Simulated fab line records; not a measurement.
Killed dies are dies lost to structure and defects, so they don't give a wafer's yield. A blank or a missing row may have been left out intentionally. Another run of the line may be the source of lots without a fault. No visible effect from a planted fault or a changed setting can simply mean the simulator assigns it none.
Which tool did it?	flow sky130	38 wafers from 13 lots sampled at 5 of the route's 708 steps

WHAT THE GAUGES SHOWED, per wafer
SKY_PWDE_OVL_MEAS_07.
lot	measured	on	PWDE_OVL (nm)
L395	day 3 17:04	overlay-02	0.3 1.1 0.0
L396	day 4 01:24	overlay-01	-0.4 -0.9 0.9
L398	day 4 14:59	overlay-02	1.5 0.5 0.4
L399	day 5 11:53	overlay-02	2.4 3.3 2.6
L400	day 5 12:55	overlay-01	-0.8 -0.5 -0.2
L402	day 5 18:14	overlay-01	-0.7 -0.2 -0.6
L403	day 5 18:46	overlay-02	0.7 1.6 0.0
L404	day 5 22:23	overlay-01	0.4 0.4 2.2
L405	day 6 02:16	overlay-01	0.2 0.4 -0.2
L407	day 6 18:14	overlay-02	-0.4 -0.8 0.4
L410	day 7 09:46	overlay-01	-1.2 1.6
L417	day 9 01:46	overlay-01	-3.1 -3.2 -3.2
L418	day 9 10:07	overlay-02	-2.7 -0.7 -2.9

SKY_VT_ADJUST_HVTR_TW_MEAS_11.
lot	measured	on	VT_ADJUST_HVTR_TW
L395	day 9 09:13	filmMetro-04	209.7 209.9 210.6
L396	day 9 23:00	filmMetro-03	213.5 212.6 212.1
L398	day 10 17:11	filmMetro-04	209.1 210.8 209.4
L399	day 11 17:11	filmMetro-03	213.3 212.5 212.0
L400	day 11 21:14	filmMetro-01	212.2 213.5 213.2
L402	day 12 04:58	filmMetro-01	213.1 212.3 212.5
L403	day 12 05:05	filmMetro-04	208.8 209.5 209.5
L404	day 12 11:11	filmMetro-03	211.5 212.0 211.4
L405	day 12 13:17	filmMetro-03	210.0 210.9 212.1
L407	day 13 09:13	filmMetro-01	212.6 213.7 214.7
L410	day 14 06:53	filmMetro-04	209.8 209.0
L417	day 16 10:34	filmMetro-04	209.3 209.0 208.9
L418	day 16 19:14	filmMetro-03	211.9 211.4 212.0

SKY_SONOS_TUNNEL_CD_MEAS_07 targets a cd of 410 nm.
lot	measured	on	cdNm (nm)
L395	day 11 07:28	cdSem-01	409.0 409.2 409.6
L396	day 11 21:43	cdSem-01	411.7 410.4 411.7
L398	day 12 15:59	cdSem-02	409.7 410.5 408.2
L399	day 13 19:07	cdSem-01	412.4 411.5 413.8
L400	day 13 22:49	cdSem-01	411.0 407.4 410.5
L402	day 14 08:01	cdSem-01	408.0 408.6 405.2
L403	day 14 08:19	cdSem-02	407.4 405.8 406.8
L404	day 14 13:56	cdSem-01	411.6 409.1 411.7
L405	day 14 16:06	cdSem-02	408.6 410.1 409.5
L407	day 15 13:17	cdSem-02	407.1 406.9 406.7
L410	day 16 14:18	cdSem-01	419.9 412.0
L417	day 18 21:52	cdSem-01	410.1 410.7 409.1
L418	day 19 06:34	cdSem-02	408.5 412.7 408.5

SKY_GATE_OXIDE_THK_MEAS_02.
lot	measured	on	GATE_OXIDE_OXIDATION_00_THK (nm)
L395	day 12 17:35	filmMetro-01	10.46 10.40 10.28
L396	day 13 11:53	filmMetro-04	10.45 10.36 10.34
L398	day 14 02:37	filmMetro-04	10.28 10.24 10.45
L399	day 15 05:21	filmMetro-01	10.40 10.44 10.54
L400	day 15 09:49	filmMetro-04	10.39 10.44 10.32
L402	day 15 20:39	filmMetro-04	10.54 10.73 10.73
L403	day 15 19:19	filmMetro-04	10.51 10.56 10.57
L404	day 16 01:02	filmMetro-04	10.32 10.39 10.20
L405	day 16 03:10	filmMetro-04	9.90 9.90 9.82
L407	day 17 02:11	filmMetro-04	10.51 10.35 10.24
L410	day 18 01:58	filmMetro-04	10.00 9.94
L417	day 20 14:32	filmMetro-04	10.20 10.14 10.22
L418	day 20 19:59	filmMetro-04	10.32 10.23 10.32

TOOL THAT RAN EACH LOT (tool first, then ch and the chambers of the sampled wafers, then the start)
lot	SKY_SONOS_TUNNEL_EXPOSE_04
L395	ilineStepper-01 ch 0, day 10 20:11
L396	ilineStepper-01 ch 0, day 11 10:03
L398	ilineStepper-01 ch 0, day 12 04:24
L399	ilineStepper-01 ch 0, day 13 06:15
L400	ilineStepper-01 ch 0, day 13 10:17
L402	ilineStepper-01 ch 0, day 13 18:56
L403	ilineStepper-01 ch 0, day 13 19:04
L404	ilineStepper-02 ch 0, day 14 01:29
L405	ilineStepper-01 ch 0, day 14 02:42
L407	ilineStepper-01 ch 0, day 14 23:55
L410	ilineStepper-01 ch 0, day 16 00:22
L417	ilineStepper-01 ch 0, day 18 06:36
L418	ilineStepper-02 ch 0, day 18 15:07
- SKY_SONOS_TUNNEL_EXPOSE_04: exposes mask TUNM, target cd 410 nm.

AS READ BY THE TOOLS THEMSELVES (means over the sampled wafers that have a number; for cases with no such wafer, the mark the record gives instead)
The record holds no such reading with a usual standard deviation.

THE ANSWER, worked out from the rows above alone
Rule: the usual values come from the lots themselves. Put in order of their means at a reading, lots are off if they are a third of the lots or fewer, leave a main group of 4 or more, and stand apart from it by a gap of 3 or more times the standard deviation of the main group's means; of several such gaps the widest counts. Not used: any main group whose means are identical at the precision the tables above print for the reading. A lot without any number at a reading at which 4 lots or more have one is off too. Any other lot the step has rows for is counted as sound. Order of review: gauges by route order, followed by the tools' own readings, for which a lot's mean as printed above is used. The first step at which some lot is off is used, and at that step the reading that is off furthest; a lot without a number counts as furthest.
No lot is off at any reading shown: from this, nothing can be told.

WHAT THE SIMULATOR PUT IN
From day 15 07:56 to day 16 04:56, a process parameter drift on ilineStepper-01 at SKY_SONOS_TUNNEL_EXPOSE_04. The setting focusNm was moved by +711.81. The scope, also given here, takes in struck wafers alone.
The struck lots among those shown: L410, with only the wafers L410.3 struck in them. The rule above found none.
